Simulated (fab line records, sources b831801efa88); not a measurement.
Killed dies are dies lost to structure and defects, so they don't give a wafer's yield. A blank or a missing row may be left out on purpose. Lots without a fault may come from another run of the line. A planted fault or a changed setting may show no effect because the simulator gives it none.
Which tool did it? | flow sky130 | 11 lots, 33 wafers sampled, at 6 steps of a route of 708

WHAT THE GAUGES READ, wafer by wafer
SKY_POLY_CUT_CD_MEAS_08: target cd 270 nm.
lot  | measured     | on        | cd_nm (nm)
L960 | day 24 05:09 | cd_sem-01 | 272.4 272.6 272.5
L961 | day 24 07:39 | cd_sem-01 | 268.8 269.3 269.4
L962 | day 25 01:59 | cd_sem-01 | 270.6 269.9 270.8
L963 | day 25 15:48 | cd_sem-02 | 271.2 269.2 270.6
L965 | day 26 08:46 | cd_sem-02 | 271.2 269.5 271.6
L967 | day 27 09:20 | cd_sem-01 | 270.7 269.8 271.3
L973 | day 29 04:38 | cd_sem-02 | 269.6 267.8 268.0
L974 | day 29 19:53 | cd_sem-02 | 267.5 269.2 269.0
L979 | day 30 22:34 | cd_sem-02 | 270.4 269.1 270.1
L980 | day 31 19:30 | cd_sem-02 | 272.9 273.5 271.8
L982 | day 32 02:47 | cd_sem-01 | 266.1 264.9 266.2

SKY_SD_N_RS_MEAS_16: measures by four-point-probe.
lot  | measured     | on            | SD_N_RS (ohm/sq)
L960 | day 27 21:13 | film_metro-02 | 68.24 68.33 68.37
L961 | day 28 00:25 | film_metro-04 | 68.35 68.32 68.33
L962 | day 28 18:10 | film_metro-01 | 68.71 68.57 68.75
L963 | day 29 07:43 | film_metro-01 | 68.61 68.44 68.50
L965 | day 29 23:36 | film_metro-04 | 68.42 68.53 68.33
L967 | day 31 00:04 | film_metro-01 | 68.33 68.62 68.49
L973 | day 32 17:34 | film_metro-01 | 65.94 65.99 65.86
L974 | day 33 09:16 | film_metro-01 | 65.96 65.85 65.97
L979 | day 34 08:56 | film_metro-04 | 68.53 68.52 68.50
L980 | day 35 04:14 | film_metro-02 | 68.42 68.18 68.34
L982 | day 35 11:19 | film_metro-01 | 68.46 68.66 68.52

SKY_SD_N_RS_MEAS_17: measures by four-point-probe.
lot  | measured     | on            | SD_P_RS (ohm/sq)
L960 | day 27 21:20 | film_metro-02 | 146.3 146.4 146.5
L961 | day 28 00:32 | film_metro-04 | 147.1 146.8 146.9
L962 | day 28 18:17 | film_metro-01 | 147.2 147.1 147.3
L963 | day 29 07:50 | film_metro-01 | 147.4 147.2 147.5
L965 | day 29 23:43 | film_metro-04 | 146.5 147.3 146.7
L967 | day 31 00:11 | film_metro-01 | 146.7 147.2 146.7
L973 | day 32 17:41 | film_metro-01 | 134.4 134.7 134.1
L974 | day 33 09:23 | film_metro-01 | 134.2 134.1 134.5
L979 | day 34 09:04 | film_metro-04 | 147.1 147.2 147.1
L980 | day 35 04:22 | film_metro-02 | 146.0 146.4 146.3
L982 | day 35 11:26 | film_metro-01 | 146.8 147.2 146.7

SKY_LI_CONTACT_OVL_MEAS_13.
lot  | measured     | on         | LI_CONTACT_OVL (nm)
L960 | day 29 02:24 | overlay-02 | -12 -1 -6
L961 | day 29 06:12 | overlay-02 | -12 -11 -3
L962 | day 29 23:18 | overlay-02 | 8 -3 -1
L963 | day 30 12:37 | overlay-01 | -7 4 -4
L965 | day 31 04:34 | overlay-02 | 2 -11 -3
L967 | day 32 05:06 | overlay-02 | 2 1 11
L973 | day 33 21:16 | overlay-01 | -4 0 9
L974 | day 34 12:03 | overlay-01 | 8 -4 8
L979 | day 35 12:25 | overlay-02 | -4 8 1
L980 | day 36 07:13 | overlay-01 | 0 2 5
L982 | day 36 14:33 | overlay-01 | -5 -4 0

WHICH TOOL RAN EACH LOT (tool, then ch and the chambers of the sampled wafers, then the start)
lot  | SKY_POLY_CUT_ETCH_11               | SKY_SD_N_RTA_14
L960 | rie_diel-03 ch 0,2,3, day 24 05:21 | rtp_anneal-02 ch 0, day 27 21:02
L961 | rie_diel-02 ch 1,3, day 24 07:51   | rtp_anneal-01 ch 0, day 28 00:15
L962 | rie_diel-03 ch 0,2,3, day 25 02:11 | rtp_anneal-02 ch 0, day 28 18:00
L963 | rie_diel-03 ch 0,1,3, day 25 16:00 | rtp_anneal-01 ch 0, day 29 07:32
L965 | rie_diel-02 ch 0,2, day 26 08:55   | rtp_anneal-02 ch 0, day 29 23:24
L967 | rie_diel-02 ch 1,3, day 27 09:31   | rtp_anneal-02 ch 0, day 30 23:53
L973 | rie_diel-03 ch 1,2, day 29 04:50   | rtp_anneal-02 ch 0, day 32 17:24
L974 | rie_diel-03 ch 0,1,2, day 29 20:04 | rtp_anneal-02 ch 0, day 33 09:06
L979 | rie_diel-04 ch 0,1, day 30 22:45   | rtp_anneal-01 ch 0, day 34 08:46
L980 | rie_diel-04 ch 2,3, day 31 19:42   | rtp_anneal-01 ch 0, day 35 04:04
L982 | rie_diel-03 ch 1,2, day 32 02:58   | rtp_anneal-01 ch 0, day 35 11:05
- SKY_POLY_CUT_ETCH_11: etches Si3N4 in CF4/CH2F2/Ar, stops on poly-Si, time 42.5 s, target depth 60 nm.
- SKY_SD_N_RTA_14: time 2 s.

WHAT THE TOOLS THEMSELVES READ (means of the sampled wafers that have a number; where no wafer has one, the mark that the record gives instead)
SKY_POLY_CUT_ETCH_11.
lot  | tool        | drypump_motor_current_A (A) | oes_product_au (a.u.) | throttle_valve_pct (%)
L960 | rie_diel-03 | 5.6                         | 0.823                 | 14.996
L961 | rie_diel-02 | 6.1                         | 0.831                 | 14.996
L962 | rie_diel-03 | 5.6                         | 0.831                 | 14.993
L963 | rie_diel-03 | 5.5                         | 0.821                 | 14.982
L965 | rie_diel-02 | 5.3                         | 0.819                 | 14.991
L967 | rie_diel-02 | 6.1                         | 0.822                 | 14.990
L973 | rie_diel-03 | 5.0                         | 0.832                 | 14.994
L974 | rie_diel-03 | 5.2                         | 0.830                 | 14.995
L979 | rie_diel-04 | 5.5                         | 0.841                 | 14.997
L980 | rie_diel-04 | 6.0                         | 0.831                 | 14.990
L982 | rie_diel-03 | 5.0                         | 0.833                 | 14.997

SKY_SD_N_RTA_14.
lot  | tool          | lamp_power_pct (%) | wafer_temp_C_max
L960 | rtp_anneal-02 | 15.72              | 1078.0
L961 | rtp_anneal-01 | 15.73              | 1078.5
L962 | rtp_anneal-02 | 15.77              | 1077.9
L963 | rtp_anneal-01 | 15.77              | 1077.3
L965 | rtp_anneal-02 | 15.77              | 1078.3
L967 | rtp_anneal-02 | 15.74              | 1076.6
L973 | rtp_anneal-02 | 15.96              | 1093.8
L974 | rtp_anneal-02 | 15.96              | 1091.9
L979 | rtp_anneal-01 | 15.71              | 1077.5
L980 | rtp_anneal-01 | 15.74              | 1077.8
L982 | rtp_anneal-01 | 15.68              | 1077.1

THE ANSWER, worked out from the rows above alone
Rule: what is usual is taken from the lots themselves. Put in order of their means at a reading, lots are off if they are a third of the lots or fewer, leave a main group of 4 or more, and stand apart from it by a gap of 3 or more times the standard deviation of the main group's means; of several such gaps the widest counts. A main group whose means are all the same, to the digits that the tables above print for the reading, isn't used. A lot without any number at a reading at which 4 lots or more have one is off too. The other lots that the step has rows for count as sound. The gauges are gone through in route order, then the tools' own readings, and for those a lot's mean is taken as printed above. The first step at which some lot is off is used, and at that step the reading that is off furthest; a lot without a number counts as furthest.
Off: L973, L974, at SKY_SD_N_RS_MEAS_16 (SD_N_RS). The main group: mean 68.46 ohm/sq, standard deviation 0.12.
A tool fits if, at a process step before that reading, it ran every lot that is off, and no sound lot after the first of them. The gauges at SKY_SD_N_RS_MEAS_16 aren't tried: what is off there is off at SKY_SD_N_RTA_14 too, on other tools, and a gauge's error can't cause that. One fits: rtp_anneal-02 at SKY_SD_N_RTA_14. Its last sound lot is L967 (day 30 23:53), its first lot that is off L973 (day 32 17:24): a fault that began between those two fits.
The tool's own readings at SKY_SD_N_RTA_14 bear it out: on the lots that are off they differ by more than 5 times the standard deviation of the sound lots' means. lamp_power_pct reads 15.96 % there against 15.74 % on the sound lots; wafer_temp_C_max reads 1092.8 there against 1077.7 on the sound lots.

WHAT THE SIMULATOR HAD PUT IN
Process parameter drift: rtp_anneal-02, from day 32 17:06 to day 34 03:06, at SKY_SD_N_RTA_14. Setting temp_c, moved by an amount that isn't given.
Lots struck among those shown: L973, L974. The rule above found the same.
